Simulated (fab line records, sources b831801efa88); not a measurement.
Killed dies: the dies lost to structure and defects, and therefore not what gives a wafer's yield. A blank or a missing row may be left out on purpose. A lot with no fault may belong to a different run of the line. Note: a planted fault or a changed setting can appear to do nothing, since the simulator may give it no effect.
2 desks looking at one fault / flow sky130 / numbers are kept per desk, each desk with only its own; the story behind them comes last

== AT THE TOOL OWNER'S DESK: pvd-sputter-03 ==
The tool's own readings at SKY_METAL1_SPUTTER_02 (material AlCu, target thk 250 nm, time 13.3 s): means of the sampled wafers that have a number, for each lot that ran on this tool. If a lot's mean is further than 4 standard deviations from the usual mean, the lot is out of limits and carries the mark OUT (the distance appears in the brackets).
Columns: A = chamber-pressure-pa at SKY_METAL1_SPUTTER_02, usual 0.4000 Pa; B = throttle-valve-pct at SKY_METAL1_SPUTTER_02, usual 29.8 %
lot=L424; first seen here=day 34 00:23; A=0.4001; B=29.2
lot=L432; first seen here=day 37 01:47; A=0.3573 (-57) OUT; B=30.4
lot=L433; first seen here=day 37 06:31; A=0.3577 (-56) OUT; B=30.4
This desk's verdict: out of limits on L432, L433, starting with L432 at day 37 01:47 (chamber-pressure-pa at SKY_METAL1_SPUTTER_02). Within limits: L424.

== THE METROLOGY DESK ==
What the gauges read, lot by lot, whatever tool the lot ran on: means of the sampled wafers that have a number. If a lot's mean is further than 4 standard deviations from the usual mean, the lot is out of limits and carries the mark OUT (the distance appears in the brackets).
Columns: A = CONTACT_W_RS at SKY_CONTACT_RS_MEAS_25, usual 0.337 ohm/sq; B = CONTACT_W_THK at SKY_CONTACT_THK_MEAS_26, usual 353 nm; C = METAL1_ALCU_RS at SKY_METAL1_RS_MEAS_05, usual 0.1273 ohm/sq; D = METAL1_ALCU_THK at SKY_METAL1_THK_MEAS_06, usual 242 nm; E = cd-nm at SKY_METAL1_CD_MEAS_15, usual 139.8 nm; F = METAL1_OVL at SKY_METAL1_OVL_MEAS_16, usual 0 nm
lot=L423; first seen here=day 33 14:47; A=0.334; B=358; C=0.1269; D=243; E=140.5; F=-0
lot=L424; first seen here=day 33 23:53; A=0.333; B=356; C=0.1247; D=247; E=139.5; F=-2
lot=L432; first seen here=day 37 01:15; A=0.342; B=346; C=0.1243; D=245; E=140.4; F=-2
lot=L433; first seen here=day 37 05:44; A=0.339; B=354; C=0.1226; D=250; E=139.6; F=1
lot=L435; first seen here=day 38 03:20; A=0.334; B=357; C=0.1282; D=239; E=138.6; F=6
lot=L440; first seen here=day 39 06:52; A=0.340; B=349; C=0.1280; D=240; E=139.8; F=2
Finding of this desk: none of the 6 lots has anything out of limits.

== PUT TOGETHER ==
The tool owner's desk had the chance to raise an alarm at day 37 01:47 on L432, L433.
At the metrology desk, nothing out of limits was observed.
The metrology desk holds a record of L432, L433, inside its limits.
Of the lots named, all ran SKY_METAL1_SPUTTER_02 on pvd-sputter-03.

== WHAT THE SIMULATOR HAD PUT IN ==
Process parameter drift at SKY_METAL1_SPUTTER_02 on pvd-sputter-03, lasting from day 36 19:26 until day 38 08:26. A move of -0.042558 in setting chamber-pressure-pa, from 0.4. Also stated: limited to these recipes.
Shown lots that were struck: L432, L433.
How many hours passed from the start of the fault until each desk's first out-of-limits reading: the tool owner's desk, 6.
